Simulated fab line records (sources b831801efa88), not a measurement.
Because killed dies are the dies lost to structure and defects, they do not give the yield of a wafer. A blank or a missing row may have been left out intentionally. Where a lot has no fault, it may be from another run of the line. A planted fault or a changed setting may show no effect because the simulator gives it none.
Check for tools in common -- flow gf180mcu -- 42 wafers sampled across 14 lots

## WHAT PROMPTED THE OPENING
At GF_TOP_METAL_RS_MEAS_05 the reading TOP_METAL_ALCU_RS is flagged on 2 of 14 lots. Fault-free wafers read 0.0327 ohm/sq, with a standard deviation of 0.00033.
Rule: flag the lot when none of its wafers has a number, or when each of its wafers that has one lies beyond 4 standard deviations from that mean. All remaining lots are regarded as sound.

lot,measured,on,"TOP_METAL_ALCU_RS (ohm/sq), wafer by wafer",flag
L556,day 27 09:28,film_metro-02,0.0326 0.0332 0.0331,
L557,day 27 15:08,film_metro-02,0.0323 0.0324 0.0326,
L558,day 28 02:13,film_metro-04,0.0318 0.0325 0.0321,
L559,day 28 10:55,film_metro-04,0.0325 0.0330 0.0326,
L560,day 28 14:56,film_metro-02,9.5443 9.5960 9.6528,FLAGGED
L561,day 29 04:29,film_metro-01,9.6162 9.6614 9.6101,FLAGGED
L562,day 29 10:04,film_metro-02,0.0326 0.0332 0.0332,
L568,day 30 18:17,film_metro-01,0.0325 0.0328 0.0327,
L570,day 31 11:24,film_metro-01,0.0325 0.0332 0.0332,
L571,day 31 18:37,film_metro-04,0.0330 0.0329 0.0327,
L572,day 32 00:16,film_metro-04,0.0328 0.0324 0.0329,
L573,day 32 04:53,film_metro-02,0.0329 0.0327 0.0326,
L576,day 32 21:46,film_metro-02,0.0324 0.0324 0.0325,
L577,day 33 03:52,film_metro-04,0.0329 0.0330 0.0332,
Averaged over the flagged lots the numbers come to 9.6135 ohm/sq, +9.5808 ohm/sq from the usual (+99 or more standard deviations).

## WHICH TOOL EACH LOT WENT THROUGH
4 process steps preceding the reading are held in the record, out of 602 steps in the route. Cell contents, in order: the tool; ch with the chambers the sampled wafers went through; the start.
lot,flag,GF_M5_METAL_ETCH_10,GF_TOP_METAL_SPUTTER_02,GF_TOP_METAL_SPUTTER_03,GF_TOP_METAL_SPUTTER_04
L556,,"rie_metal-02 ch 0,1, day 26 10:11","pvd_sputter-02, day 27 09:20","pvd_sputter-02, day 27 09:23","pvd_sputter-02, day 27 09:24"
L557,,"rie_metal-01 ch 0,1, day 26 15:41","pvd_sputter-01, day 27 15:02","pvd_sputter-01, day 27 15:05","pvd_sputter-01, day 27 15:06"
L558,,"rie_metal-01 ch 0,1, day 27 03:09","pvd_sputter-02, day 28 02:06","pvd_sputter-02, day 28 02:08","pvd_sputter-02, day 28 02:10"
L559,,"rie_metal-02 ch 0,1, day 27 12:38","pvd_sputter-02, day 28 10:48","pvd_sputter-02, day 28 10:50","pvd_sputter-02, day 28 10:52"
L560,FLAGGED,"rie_metal-01 ch 0,1, day 27 16:09","pvd_sputter-02, day 28 14:50","pvd_sputter-02, day 28 14:53","pvd_sputter-02, day 28 14:54"
L561,FLAGGED,"rie_metal-01 ch 0,1, day 28 06:09","pvd_sputter-02, day 29 04:22","pvd_sputter-02, day 29 04:24","pvd_sputter-02, day 29 04:25"
L562,,"rie_metal-01 ch 0,1, day 28 11:56","pvd_sputter-02, day 29 09:56","pvd_sputter-02, day 29 09:58","pvd_sputter-02, day 29 09:59"
L568,,"rie_metal-04 ch 0,1, day 29 20:56","pvd_sputter-04, day 30 18:09","pvd_sputter-04, day 30 18:11","pvd_sputter-04, day 30 18:13"
L570,,"rie_metal-04 ch 0, day 30 14:28","pvd_sputter-02, day 31 11:19","pvd_sputter-02, day 31 11:22","pvd_sputter-02, day 31 11:22"
L571,,"rie_metal-02 ch 0,1, day 30 22:11","pvd_sputter-04, day 31 18:29","pvd_sputter-04, day 31 18:32","pvd_sputter-04, day 31 18:33"
L572,,"rie_metal-04 ch 0, day 31 03:42","pvd_sputter-02, day 32 00:11","pvd_sputter-02, day 32 00:13","pvd_sputter-02, day 32 00:14"
L573,,"rie_metal-01 ch 1, day 31 09:13","pvd_sputter-01, day 32 04:48","pvd_sputter-01, day 32 04:50","pvd_sputter-01, day 32 04:52"
L576,,"rie_metal-04 ch 0,1, day 32 02:36","pvd_sputter-02, day 32 21:40","pvd_sputter-02, day 32 21:43","pvd_sputter-02, day 32 21:43"
L577,,"rie_metal-01 ch 0, day 32 08:37","pvd_sputter-02, day 33 03:47","pvd_sputter-02, day 33 03:49","pvd_sputter-02, day 33 03:50"
What the steps here do:
- GF_M5_METAL_ETCH_10: etches the open film in Cl2/BCl3, stops on SiO2, target depth 627.5 nm, time 104.6 s.
- GF_TOP_METAL_SPUTTER_02: material AlCu, target thk 900 nm, time 47.82 s.
- GF_TOP_METAL_SPUTTER_03: material Ti, target thk 5 nm, time 3.3 s.
- GF_TOP_METAL_SPUTTER_04: material TiN, target thk 25 nm, time 20.8 s.
- GF_TOP_METAL_RS_MEAS_05: measures by four-point-probe.

## FLAGGED AGAINST TOTAL, ONE TOOL AT A TIME (gauges that did the reading follow at the end)
step,tool,lots run,flagged,share of the flagged lots,sound lots run after its first flagged lot
GF_M5_METAL_ETCH_10,rie_metal-01,7,2,all,"3 (L562,L573,L577)"
GF_M5_METAL_ETCH_10,rie_metal-02,3,0,none,-
GF_M5_METAL_ETCH_10,rie_metal-04,4,0,none,-
GF_TOP_METAL_SPUTTER_02,pvd_sputter-01,2,0,none,-
GF_TOP_METAL_SPUTTER_02,pvd_sputter-02,10,2,all,"5 (L562,L570,L572,L576,L577)"
GF_TOP_METAL_SPUTTER_02,pvd_sputter-04,2,0,none,-
GF_TOP_METAL_SPUTTER_03,pvd_sputter-01,2,0,none,-
GF_TOP_METAL_SPUTTER_03,pvd_sputter-02,10,2,all,"5 (L562,L570,L572,L576,L577)"
GF_TOP_METAL_SPUTTER_03,pvd_sputter-04,2,0,none,-
GF_TOP_METAL_SPUTTER_04,pvd_sputter-01,2,0,none,-
GF_TOP_METAL_SPUTTER_04,pvd_sputter-02,10,2,all,"5 (L562,L570,L572,L576,L577)"
GF_TOP_METAL_SPUTTER_04,pvd_sputter-04,2,0,none,-
GF_TOP_METAL_RS_MEAS_05,film_metro-01,3,1,some,"2 (L568,L570)"
GF_TOP_METAL_RS_MEAS_05,film_metro-02,6,1,some,"3 (L562,L573,L576)"
GF_TOP_METAL_RS_MEAS_05,film_metro-04,5,0,none,-

## WHAT THE TABLE ALLOWS
4 rows of the table ran every flagged lot: rie_metal-01 at GF_M5_METAL_ETCH_10, pvd_sputter-02 at GF_TOP_METAL_SPUTTER_02, pvd_sputter-02 at GF_TOP_METAL_SPUTTER_03, pvd_sputter-02 at GF_TOP_METAL_SPUTTER_04.
- rie_metal-01 at GF_M5_METAL_ETCH_10 ran 7 lots, 2 of them flagged. Sound lots ran on it after the first flagged one (L562, L573, L577), which a lasting fault on the whole tool wouldn't allow.
- pvd_sputter-02 at GF_TOP_METAL_SPUTTER_02 ran 10 lots, 2 of them flagged. Sound lots ran on it after the first flagged one (L562, L570, L572, L576, L577), which a lasting fault on the whole tool wouldn't allow. On the flagged lots its readings are blank where sound lots have values: cathode_dc_power_W, chamber_pressure_pa, throttle_valve_pct.
- pvd_sputter-02 at GF_TOP_METAL_SPUTTER_03 ran 10 lots, 2 of them flagged. Sound lots ran on it after the first flagged one (L562, L570, L572, L576, L577), which a lasting fault on the whole tool wouldn't allow.
- pvd_sputter-02 at GF_TOP_METAL_SPUTTER_04 ran 10 lots, 2 of them flagged. Sound lots ran on it after the first flagged one (L562, L570, L572, L576, L577), which a lasting fault on the whole tool wouldn't allow.
Not one row of the table ran every flagged lot while running no sound lot after the first.

## WHAT THE SIMULATOR HAD PUT IN
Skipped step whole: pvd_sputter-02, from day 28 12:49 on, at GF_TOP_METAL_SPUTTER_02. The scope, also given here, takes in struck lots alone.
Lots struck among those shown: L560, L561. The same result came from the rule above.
